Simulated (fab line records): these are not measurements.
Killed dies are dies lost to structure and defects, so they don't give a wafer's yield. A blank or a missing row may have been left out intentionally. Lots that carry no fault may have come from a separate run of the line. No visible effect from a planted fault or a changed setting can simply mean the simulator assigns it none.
fab line records	flow sky130
[record] lots = 5	wafers = 15	last_day = 49
route steps=708 shown VIA2@525 METAL3@532 CAPM@537 PAD_OPEN@708
lots untouched by any fault: they come from a run of this same line in which no faults occurred
start_h: the number of hours between the record's first day and the start of the first shown wafer of the lot	wait_h: hours since the lot's step before	" identical to the entry in the row above	L1.1+2: one row covering several wafers at once	- no value present, or no start provided	* or withheld: withheld	< > ~ a bound
route shown NAME@n: a module of which the file shows steps, and the number in the route of the first	usual: mean and standard deviation over wafers with no fault	same: alike in all rows	chamber/n: place in a boat	sites: per-site readings	_std_site: standard deviation across them	_edge_site: outer sites' mean less inner sites'	radius_mm: for every site, how far away it sits from the centre of the wafer	mask NAME#n: copy n	behind: the last tool/chamber to shape the wafer	hold: the reason the lot was held/the length of the hold in hours/how it ended	device: whichever transistor did not switch (one of n, p or np)	end of line: the route-end tests of the same wafers	where a step has no rows: the recipe by itself	killed: dies lost to structure and defects at the first sort, not the wafer's yield	map: the dies of a wafer, with x for killed, . for not killed, _ for no die there
set.NAME: the run value of the setting; set.NAME@STEP: its run value at that earlier step	model.NAME: the simulator's own value behind a step, which no gauge read
lots at selected steps of the route; one table per step, one row per wafer
services: the hour from which a tool's chamber was out of use, counted from the record's first day as start_h (under 0 if before that day), plus the number of hours and why
[[steps]]
[step SKY_VIA2_CLEAN_18]
[recipe] chemistry = IPA	time_s = 180	temp_c = 25
[step SKY_VIA2_CLEAN_19]
[recipe] chemistry = O3/DIW	dry = n2_spin
[step SKY_VIA2_SPUTTER_20]
[recipe] material = TiN	target_thk_nm = 20	chamber_pressure_pa = 5	power_w = 4000	time_s = 80
[step SKY_VIA2_CVD_21]
[recipe] material = W	target_thk_nm = 420	time_s = 126.4	temp_c = 401.8	pressure_torr = 40
[step SKY_VIA2_CMP_24]
[recipe] stop_on = SiO2	t_overpolish_s = 20	down_force_psi = 3.5	platen_rpm = 60	target_thk_nm = 0	pad_velocity_m_s = 0.94248
[step SKY_METAL3_SPUTTER_00]
[recipe] material = Ti	target_thk_nm = 15	power_w = 3000	time_s = 10	chamber_pressure_pa = 0.4
[step SKY_METAL3_SPUTTER_01]
[recipe] material = TiN	target_thk_nm = 20	power_w = 6500	time_s = 16.7	chamber_pressure_pa = 0.4
[step SKY_METAL3_SPUTTER_02]
[recipe] material = AlCu	target_thk_nm = 735	power_w = 10600	time_s = 39.1	chamber_pressure_pa = 0.4
[step SKY_METAL3_SPUTTER_03]
[recipe] material = Ti	target_thk_nm = 5	power_w = 3000	time_s = 3.3	chamber_pressure_pa = 0.4
[step SKY_METAL3_SPUTTER_04]
[recipe] material = TiN	target_thk_nm = 70	power_w = 6500	time_s = 58.3	chamber_pressure_pa = 0.4
[step SKY_CAPM_CVD_00]
[recipe] material = SiO2	target_thk_nm = 15.5	temp_c = 400	time_s = withheld	rf_w = 450
[usual] heater_power_w = 718/92	susceptor_temp_C = 400.01/0.21
lot.wafer	tool	chamber	start_h	wait_h	heater_power_w	susceptor_temp_C
L732.4	pecvd-04	2	901.62	0.0	598	400.10
L732.5	"	0	"	"	722	400.20
L732.6	"	1	"	"	783	400.18
L735.1	pecvd-04	1	923.86	0.0	862	400.15
L735.3	"	0	"	"	843	399.99
L735.4	"	0	"	"	812	399.91
L736.1	pecvd-04	0	929.21	0.0	800	400.04
L736.2	"	1	"	"	816	399.85
L736.3	"	2	"	"	529	400.14
L738.1	pecvd-04	0	947.77	0.0	738	400.48
L738.3	"	1	"	"	792	399.90
L738.5	"	1	"	"	794	400.06
L744.1	pecvd-01	1	990.91	0.0	716	400.34
L744.2	"	2	"	"	803	399.99
L744.4	"	2	"	"	784	400.05
[step SKY_CAPM_THK_MEAS_01]
[recipe] reads = SiO2_of_CAPM_CVD_00
[usual] CAPM_CVD_00_THK = 15.47/0.27
lot.wafer	tool	chamber	start_h	wait_h	CAPM_CVD_00_THK[nm]
L732.4	film_metro-01	-	901.66	-	15.62
L732.5	"	-	"	"	15.92
L732.6	"	-	"	"	15.51
L735.1	film_metro-01	-	923.89	-	13.18
L735.3	"	-	"	"	13.60
L735.4	"	-	"	"	13.86
L736.1	film_metro-01	-	929.23	-	13.38
L736.2	"	-	"	"	13.12
L736.3	"	-	"	"	12.95
L738.1	film_metro-04	-	947.79	-	13.61
L738.3	"	-	"	"	13.60
L738.5	"	-	"	"	13.53
L744.1	film_metro-01	-	990.94	-	15.58
L744.2	"	-	"	"	15.58
L744.4	"	-	"	"	16.00
[step SKY_CAPM_SPUTTER_02]
[recipe] material = TiN	target_thk_nm = 200	temp_c = 300	power_w = 6500	time_s = 159.7	chamber_pressure_pa = 0.4
[step SKY_CAPM_DEHYDRATE_05]
[recipe] temp_c = 200	time_s = 60
[step SKY_CAPM_HMDS_06]
[recipe] prime_time_s = 60	prime_temp_c = 120
[step SKY_CAPM_COAT_07]
[recipe] resist = NOVOLAK	spin_rpm = 3000	resist_thk_nm = 1140
[step SKY_CAPM_SOFTBAKE_08]
[recipe] temp_c = 90	time_s = 60	resist = NOVOLAK
[step SKY_CAPM_EXPOSE_09]
[recipe] mask_id = CAPM	na = 0.6	source_shape = conventional	sigma_outer = 0.6	polarization = unpolarized	target_cd_nm = 1000	dose_mj = 159
[step SKY_CAPM_PEB_10]
[recipe] temp_c = withheld	time_s = *	resist = NOVOLAK
[step SKY_CAPM_DEVELOP_11]
[recipe] resist = NOVOLAK	developer = TMAH	develop_time_s = 60	dev_temp_c = 23
[step SKY_CAPM_METAL_ETCH_13]
[recipe] target_depth_nm = 220	stop_on = SiO2	chemistry = Cl2/BCl3	target = TiN	pressure_mtorr = 10	icp_w = 900	bias_w = 48.5	Cl2_flow_sccm = 60	bcl3_flow_sccm = 30	time_s = 62.9
[step SKY_CAPM_STRIP_14]
[recipe] chemistry = O2/N2	power_w = 1400	pressure_mtorr = 1500	platen_temp_c = withheld	o2_flow_sccm = 3000	n2_flow_sccm = 300	overash_fraction = 0.5
[step SKY_CAPM_STRIP_15]
[recipe] chemistry = post_etch_residue_remover	time_s = 1200	temp_c = 72.5
[step SKY_CAPM_CLEAN_16]
[recipe] chemistry = IPA	time_s = 180	temp_c = 25
[step SKY_CAPM_CLEAN_17]
[recipe] chemistry = O3/DIW	dry = n2_spin
[step SKY_METAL3_DEHYDRATE_05]
[recipe] temp_c = 200	time_s = 60
[step SKY_METAL3_HMDS_06]
[recipe] prime_time_s = 60	prime_temp_c = 120
[step SKY_METAL3_COAT_07]
[recipe] resist = BARC	temp_c = withheld	time_s = withheld	spin_rpm = 3000	resist_thk_nm = 60
[step SKY_METAL3_COAT_08]
[recipe] resist = KrF-thick	spin_rpm = 3000	resist_thk_nm = 1140
[step SKY_METAL3_SOFTBAKE_09]
[recipe] temp_c = 100	time_s = 90	resist = KrF-thick
[step SKY_METAL3_EXPOSE_10]
[recipe] mask_id = MM3	na = 0.68	source_shape = annular	sigma_inner = 0.4	sigma_outer = 0.8	target_cd_nm = 300	dose_mj = 28
[step SKY_METAL3_PEB_11]
[recipe] peb_temp_c = withheld	peb_time_s = withheld	resist = KrF-thick
[step SKY_METAL3_DEVELOP_12]
[recipe] develop_time_s = 60	resist = KrF-thick	dev_temp_c = 21
[step SKY_METAL3_DESCUM_15]
[recipe] chemistry = O2	source_power_w = 150	bias_power_w = 0	pressure_mtorr = 10	temp_c = 40	time_s = 8
[step SKY_METAL3_ETCH_16]
[recipe] chemistry = N2/H2	target = BARC	ion_energy_ev = 200	bias_w = 100	pressure_mtorr = 30	n2_flow_sccm = 100	h2_flow_sccm = 200	icp_w = 500	stop_on = SiO2	time_s = 88.2	target_depth_a = 600
[step SKY_METAL3_ETCH_17]
[recipe] target = SiO2	stop_on = TiN	chemistry = C4F8/O2/Ar	source_w = 1500	bias_w = 1200	pressure_mtorr = 40	c4f8_flow_sccm = withheld	O2_flow_sccm = 6	Ar_flow_sccm = 300	time_s = 3.9	target_depth_a = 150
[usual] oes_product_au = 0.754/0.0078
lot.wafer	tool	chamber	start_h	wait_h	oes_product_au	rf_hours_counter_h
L732.4	rie_diel-02	3	951.87	0.1	0.752	6
L732.5	"	0	"	"	0.770	-
L732.6	"	3	"	"	0.760	-
L735.1	rie_diel-01	0	973.07	0.1	0.695	8
L735.3	"	2	"	"	0.706	6
L735.4	"	1	"	"	0.712	20
L736.1	rie_diel-01	2	977.67	0.1	0.701	6
L736.2	"	1	"	"	0.691	20
L736.3	"	0	"	"	0.695	8
L738.1	rie_diel-04	0	996.37	0.1	0.710	10
L738.3	"	3	"	"	0.705	19
L738.5	"	1	"	"	0.703	-
L744.1	rie_diel-02	1	1037.28	0.1	0.753	17
L744.2	"	3	"	"	0.764	9
L744.4	"	0	"	"	0.767	9
[step SKY_PAD_OPEN_PROBE_99]
[usual] defect_limited_yield = 82.5/1.8	killed_at_M0_to_M3 = 45/6.8	killed_at_M4_up = 3.1/2	killed_at_contacts = 23/5.2	killed_at_front_end = 14/3.7	killed_at_other = 0.3/0.61	killed_dies = 86/9	killed_open = 46/6.9	killed_short = 39/6.4
[same] gross_dies = 492	killed_at_back_side = 0
lot.wafer	tool	chamber	start_h	wait_h	defect_limited_yield[%]	killed_at_M0_to_M3	killed_at_M4_up	killed_at_contacts	killed_at_front_end	killed_at_other	killed_dies	killed_open	killed_short	model.etest.tester.sort_n_pass	model.etest.tester.sort_yield_pct	model.etest.tester.sort_bin_5_pct	model.etest.cap_mim.c_ff_um2_rim_less_centre
L732.4	prober-02	-	1116.18	0.2	79.1	47	1	42	13	0	103	50	53	389	79.06	11.38	-0.02043
L732.5	prober-02	-	1116.23	0.2	79.5	42	0	38	21	0	101	57	44	391	79.47	13.62	0.01702
L732.6	prober-02	-	1116.28	0.2	82.3	47	2	20	15	3	87	45	42	405	82.32	12.2	-0.03377
L735.1	prober-01	-	1134.00	0.1	83.1	39	3	26	15	0	83	45	38	339	68.9	23.37	0.7453
L735.3	prober-01	-	1134.10	0.2	85.2	41	0	18	13	1	73	45	28	357	72.56	22.76	0.7293
L735.4	prober-01	-	1134.15	0.2	78.9	58	5	25	16	0	104	60	44	338	68.7	22.36	0.7286
L736.1	prober-02	-	1139.16	0.1	82.1	48	2	23	14	1	88	43	45	339	68.9	24.19	0.7608
L736.2	prober-02	-	1139.21	0.1	83.7	43	3	22	12	0	80	42	37	347	70.53	23.58	0.77
L736.3	prober-02	-	1139.26	0.2	83.1	37	1	31	14	0	83	55	28	346	70.33	21.95	0.7895
L738.1	prober-02	-	1151.36	0.1	79.7	53	1	34	12	0	100	52	48	336	68.29	24.19	0.7815
L738.3	prober-02	-	1151.46	0.2	82.1	53	4	16	15	0	88	51	34	346	70.33	21.75	0.7355
L738.5	prober-02	-	1151.56	0.2	83.1	45	4	26	8	0	83	47	36	358	72.76	20.53	0.8026
L744.1	prober-02	-	1182.95	0.1	82.7	47	2	23	12	1	85	40	43	407	82.72	10.77	0.03234
L744.2	prober-02	-	1183.00	0.1	81.9	42	5	31	11	0	89	55	34	403	81.91	10.77	0.006675
L744.4	prober-02	-	1183.10	0.2	84.8	44	3	21	7	0	75	38	37	417	84.76	8.333	0.02014
// killed by level:class
L732.4 LI_CONTACT:geometric_particle:open=12 CONTACT:geometric_particle:open=11 LI_CONTACT:geometric_particle:short=8 VIA1:geometric_particle:open=8 VIA2:geometric_particle:short=7 VIA2:geometric_particle:open=7 METAL3:geometric_particle:short=6 CONTACT:geometric_particle:short=6
L732.5 CONTACT:geometric_particle:open=16 LI_CONTACT:geometric_particle:open=9 POLY_GATE:geometric_particle:open=8 VIA2:geometric_particle:open=8 VIA1:geometric_particle:open=7 CONTACT:geometric_particle:short=7 METAL1:geometric_particle:short=7 POLY_GATE:geometric_particle:short=5
L732.6 VIA1:geometric_particle:open=18 VIA2:geometric_particle:open=6 VIA3:geometric_particle:open=6 FIELD_ISO:geometric_particle:short=4 LI_CONTACT:geometric_particle:short=4 LI_CONTACT:geometric_particle:open=4 LOCAL_INTERCONNECT:geometric_particle:short=4 CONTACT:geometric_particle:open=4
L735.1 CONTACT:geometric_particle:open=9 VIA1:geometric_particle:open=9 METAL1:geometric_particle:short=8 FIELD_ISO:geometric_particle:open=6 CONTACT:geometric_particle:short=6 LI_CONTACT:geometric_particle:short=5 LI_CONTACT:geometric_particle:open=5 VIA2:geometric_particle:open=5
L735.3 VIA1:geometric_particle:open=11 CONTACT:geometric_particle:open=8 VIA2:geometric_particle:open=8 LI_CONTACT:geometric_particle:open=6 METAL1:geometric_particle:short=4 VIA1:geometric_particle:short=4 POLY_GATE:geometric_particle:short=3 METAL3:geometric_particle:short=3
L735.4 CONTACT:geometric_particle:open=12 VIA1:geometric_particle:open=11 VIA3:geometric_particle:open=10 VIA2:geometric_particle:open=9 METAL2:geometric_particle:short=7 LI_CONTACT:geometric_particle:open=6 METAL1:geometric_particle:short=5 VIA1:geometric_particle:short=5
L736.1 VIA2:geometric_particle:open=11 CONTACT:geometric_particle:open=9 LI_CONTACT:geometric_particle:open=7 METAL1:geometric_particle:short=7 VIA1:geometric_particle:open=7 METAL2:geometric_particle:short=7 POLY_GATE:geometric_particle:short=5 FIELD_ISO:geometric_particle:short=4
L736.2 VIA1:geometric_particle:open=13 VIA3:geometric_particle:open=9 CONTACT:geometric_particle:open=7 METAL2:geometric_particle:short=6 LI_CONTACT:geometric_particle:open=5 POLY_GATE:geometric_particle:short=4 VIA1:geometric_particle:short=4 VIA3:geometric_particle:short=4
L736.3 CONTACT:geometric_particle:open=12 LI_CONTACT:geometric_particle:open=11 VIA1:geometric_particle:open=9 VIA2:geometric_particle:open=8 METAL1:geometric_particle:short=6 POLY_GATE:geometric_particle:open=5 POLY_GATE:geometric_particle:short=5 LOCAL_INTERCONNECT:geometric_particle:short=5
L738.1 CONTACT:geometric_particle:open=14 VIA1:geometric_particle:open=12 CONTACT:geometric_particle:short=7 METAL2:geometric_particle:short=7 VIA3:geometric_particle:open=6 LOCAL_INTERCONNECT:geometric_particle:short=5 METAL1:geometric_particle:short=5 VIA1:geometric_particle:short=5
L738.3 VIA1:geometric_particle:open=18 METAL1:geometric_particle:short=7 METAL2:geometric_particle:short=6 POLY_GATE:geometric_particle:open=6 VIA3:geometric_particle:open=6 CONTACT:geometric_particle:open=5 LI_CONTACT:geometric_particle:open=4 LOCAL_INTERCONNECT:geometric_particle:short=4
L738.5 VIA2:geometric_particle:open=10 VIA1:geometric_particle:open=9 CONTACT:geometric_particle:open=8 LI_CONTACT:geometric_particle:open=7 METAL1:geometric_particle:short=7 VIA3:geometric_particle:open=6 LOCAL_INTERCONNECT:geometric_particle:short=5 METAL2:geometric_particle:short=4
L744.1 VIA1:geometric_particle:open=8 LI_CONTACT:geometric_particle:open=8 VIA1:geometric_particle:short=7 VIA3:geometric_particle:open=7 CONTACT:geometric_particle:open=6 METAL1:geometric_particle:short=5 METAL2:geometric_particle:short=5 VIA3:geometric_particle:short=5
L744.2 CONTACT:geometric_particle:open=13 VIA2:geometric_particle:open=8 VIA1:geometric_particle:open=7 VIA1:geometric_particle:short=7 VIA3:geometric_particle:open=7 CONTACT:geometric_particle:short=6 LI_CONTACT:geometric_particle:open=6 FIELD_ISO:geometric_particle:open=4
L744.4 CONTACT:geometric_particle:open=10 VIA2:geometric_particle:open=8 METAL1:geometric_particle:short=7 VIA1:geometric_particle:open=6 METAL2:geometric_particle:short=6 CONTACT:geometric_particle:short=5 VIA3:geometric_particle:open=5 VIA1:geometric_particle:short=4
[[services]]
tool	chamber	start_h	hours	kind
pecvd-04	0	878.12	5.5	scheduled_down
pecvd-04	1	891.29	4.1	repair
pecvd-04	2	897.07	2.1	scheduled_down
pecvd-04	2	911.09	5.5	scheduled_down
pecvd-04	-	911.42	6.0	pm
rie_diel-01	2	915.12	2.3	repair
rie_diel-04	0	924.83	5.9	repair
pecvd-01	0	946.64	2.1	scheduled_down
pecvd-01	-	946.78	2.8	pm
pecvd-04	-	948.95	1.0	repair
pecvd-01	-	958.79	5.5	pm
rie_diel-04	0	976.29	4.5	repair
pecvd-01	-	978.17	0.3	repair
pecvd-01	2	980.67	4.2	repair
pecvd-01	0	987.00	6.6	repair
pecvd-01	2	988.36	2.1	scheduled_down
pecvd-04	1	996.09	-	clean
pecvd-04	1	996.09	29.5	scheduled_down
pecvd-04	1	996.09	29.5	vent_cycle
rie_diel-04	0	1000.48	5.6	repair
pecvd-01	0	1022.18	3.4	repair
rie_diel-04	3	1030.54	4.0	repair
[[key]]
[first_sign] step = SKY_CAPM_THK_MEAS_01	reading = CAPM_CVD_00_THK	direction = down	sigmas = 7.5	usual = 15.47	struck = 13.42
[effect] step = SKY_METAL3_ETCH_17	reading = oes_product_au	direction = down	sigmas = 6.7	usual = 0.754	struck = 0.702
[model_effect] step = SKY_PAD_OPEN_PROBE_99	value = etest.tester.sort_n_pass	without = 405	struck = 345.1
met_at SKY_CAPM_CVD_00
struck_wafers L735.1,L735.3,L735.4,L736.1,L736.2,L736.3,L738.1,L738.3,L738.5
onset_between 901.62 923.86
[fault] kind = site_profile_drift	tool = pecvd-04	chamber = -	onset_h = 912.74	steps = SKY_CAPM_CVD_00	basis = fraction	max_abs_drift = 0.29649	slope_share_per_hr = 65.886	site_pattern = 0,0,0,0,0,-1,-1,-1,-1
